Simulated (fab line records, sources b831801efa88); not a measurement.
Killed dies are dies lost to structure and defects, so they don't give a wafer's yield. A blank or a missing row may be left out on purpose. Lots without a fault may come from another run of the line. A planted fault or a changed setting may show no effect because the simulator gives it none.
One fault seen from 2 desks | flow sky130 | each desk has only its own numbers; what lay behind them comes last

THE TOOL OWNER'S DESK: plasma_asher-01
The tool's own readings at SKY_VIA2_STRIP_16 (strips in O2/N2): means of the sampled wafers that have a number, for each lot that ran on this tool. A lot is out of limits, marked OUT, if its mean lies more than 4 standard deviations from the usual mean; the brackets give that distance.
Columns: A = drypump_motor_current_A at SKY_VIA2_STRIP_16, usual 5.56 A; B = oes_product_au at SKY_VIA2_STRIP_16, usual 0.398 a.u.; C = strip_time_to_endpoint_s at SKY_VIA2_STRIP_16, usual 4.066 s
lot  | first seen here | A    | B     | C
L641 | day 36 17:14    | 5.67 | 0.398 | 4.046
L644 | day 37 03:50    | 5.49 | 0.397 | 4.074
L645 | day 37 06:40    | 5.49 | 0.400 | 4.115
L648 | day 38 14:16    | 5.67 | 0.397 | 4.050
L651 | day 39 19:50    | 5.35 | 0.395 | 4.043
L653 | day 40 11:56    | 5.67 | 0.400 | 4.092
L654 | day 40 15:29    | 5.82 | 0.401 | 4.067
This desk's finding: nothing out of limits on any of the 7 lots.

THE METROLOGY DESK
What the gauges read, lot by lot, whatever tool the lot ran on: means of the sampled wafers that have a number. A lot is out of limits, marked OUT, if its mean lies more than 4 standard deviations from the usual mean; the brackets give that distance.
Columns: A = PAD_OPEN_BOW at SKY_PAD_OPEN_BOW_MEAS_13, usual 47 um
lot  | first seen here | A
L641 | day 46 04:25    | 43
L643 | day 46 05:58    | 65
L644 | day 46 09:17    | 39
L645 | day 46 12:42    | 51
L646 | day 47 02:27    | 43
L648 | day 47 14:07    | 34
L650 | day 47 23:46    | 43
L651 | day 48 12:55    | 38
L653 | day 49 01:23    | 31
L654 | day 49 03:04    | 60
L655 | day 49 09:04    | 48
L663 | day 50 15:08    | 52
This desk's finding: nothing out of limits on any of the 12 lots.

PUT TOGETHER
The tool owner's desk saw nothing out of limits.
The metrology desk saw nothing out of limits.

WHAT THE SIMULATOR HAD PUT IN
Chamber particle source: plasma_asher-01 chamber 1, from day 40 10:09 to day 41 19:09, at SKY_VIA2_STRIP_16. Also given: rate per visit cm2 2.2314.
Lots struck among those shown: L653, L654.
